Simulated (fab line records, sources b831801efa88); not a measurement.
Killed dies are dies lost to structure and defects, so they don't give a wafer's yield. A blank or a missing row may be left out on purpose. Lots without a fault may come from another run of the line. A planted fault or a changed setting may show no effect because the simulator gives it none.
Chamber matching | flow sky130 | SKY_VIA4_HDPCVD_00 on hdpcvd-01: 3 sister chambers
The step deposits SiO2, target thk 1750 nm, time 291.7 s. 6 wafers are shown with their chamber, then 8 later ones without.

WAFERS WITH THEIR CHAMBER
wafer  | chamber | sih4_flow_sccm (sccm)
L295.4 | 2       | 60.33
L295.5 | 1       | 59.94
L299.5 | 0       | 59.80
L299.6 | 2       | 60.04
L301.1 | 0       | 60.08
L301.2 | 1       | 59.89

WAFERS WITHOUT THEIR CHAMBER
wafer  | sih4_flow_sccm (sccm)
L301.5 | 60.00
L307.2 | 59.87
L307.4 | 59.93
L307.6 | 60.20
L311.1 | 60.09
L311.6 | 60.24
L312.1 | 60.14
L312.3 | 59.92

WHICH CHAMBER EACH WENT THROUGH
wafer  | from the rows above          | in truth
L301.5 | can't be placed: 0 or 1 or 2 | 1
L307.2 | can't be placed: 1 or 0 or 2 | 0
L307.4 | can't be placed: 0 or 1 or 2 | 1
L307.6 | can't be placed: 2 or 0 or 1 | 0
L311.1 | can't be placed: 2 or 0 or 1 | 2
L311.6 | can't be placed: 2 or 0 or 1 | 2
L312.1 | can't be placed: 2 or 0 or 1 | 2
L312.3 | can't be placed: 1 or 0 or 2 | 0
Placed correctly: 0 of 8. Can't be placed from these rows: 8 (the true chamber is among the candidates in 8). Placed wrongly: 0.
How it was worked out, from the rows above alone: a wafer's distance from a chamber is the root of the sum, over the readings, of the square of ((its reading less the chamber's mean) divided by the reading's scatter). The wafer belongs to the nearest chamber; if the next one is less than 2 further off, it can't be placed. A chamber's mean is the mean of its shown wafers. The scatter: the root of (the sum of the squares of (reading less its chamber's mean) over the shown wafers, divided by (wafers less chambers)).
